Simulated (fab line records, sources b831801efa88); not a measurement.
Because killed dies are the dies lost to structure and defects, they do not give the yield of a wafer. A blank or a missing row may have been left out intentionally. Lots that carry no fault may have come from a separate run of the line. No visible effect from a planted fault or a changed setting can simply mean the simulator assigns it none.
Chamber matching :: flow sfq_line :: 3 sister chambers for SFQ_TRILAYER_I4_DEP_PECVD_099 on pecvd-01
The step deposits SiO2 from SiH4/N2O, time 111.11 s, target thk 500 nm. 3 wafers are shown with their chamber, then 7 later ones without.

## WAFERS WITH THEIR CHAMBER
wafer: L527.1
chamber: 1
throttle_valve_pct (%): 23.1

wafer: L527.6
chamber: 2
throttle_valve_pct (%): 22.4

wafer: L529.5
chamber: 0
throttle_valve_pct (%): 23.2

## WAFERS MISSING THEIR CHAMBER
wafer: L529.6
throttle_valve_pct (%): 23.1

wafer: L531.2
throttle_valve_pct (%): 23.2

wafer: L531.4
throttle_valve_pct (%): 23.1

wafer: L531.6
throttle_valve_pct (%): 22.5

wafer: L532.1
throttle_valve_pct (%): 23.4

wafer: L532.5
throttle_valve_pct (%): 23.1

wafer: L532.6
throttle_valve_pct (%): 22.7

## EACH ONE'S CHAMBER
wafer: L529.6
from the rows above: can't be placed: 1 or 0
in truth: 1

wafer: L531.2
from the rows above: can't be placed: 0 or 1
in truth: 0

wafer: L531.4
from the rows above: can't be placed: 1 or 0
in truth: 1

wafer: L531.6
from the rows above: 2
in truth: 2

wafer: L532.1
from the rows above: can't be placed: 0 or 1
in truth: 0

wafer: L532.5
from the rows above: can't be placed: 1 or 0
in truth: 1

wafer: L532.6
from the rows above: can't be placed: 2 or 1 or 0
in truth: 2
1 of 7 placed correctly. From these rows, 6 cannot be placed; in 6 the true chamber is one of the candidates. Placed wrongly: 0.
How it was worked out, from the rows above alone: a wafer's distance from a chamber is the root of the sum, over the readings, of the square of ((its reading less the chamber's mean) divided by the reading's scatter). The wafer belongs to the nearest chamber; if the next one is less than 2 further off, it can't be placed. For every chamber, the mean is computed from those of its wafers that are shown. The scatter (one wafer shown for each chamber): square how far every hidden wafer sits from the nearest shown wafer, average those squares and take the square root.
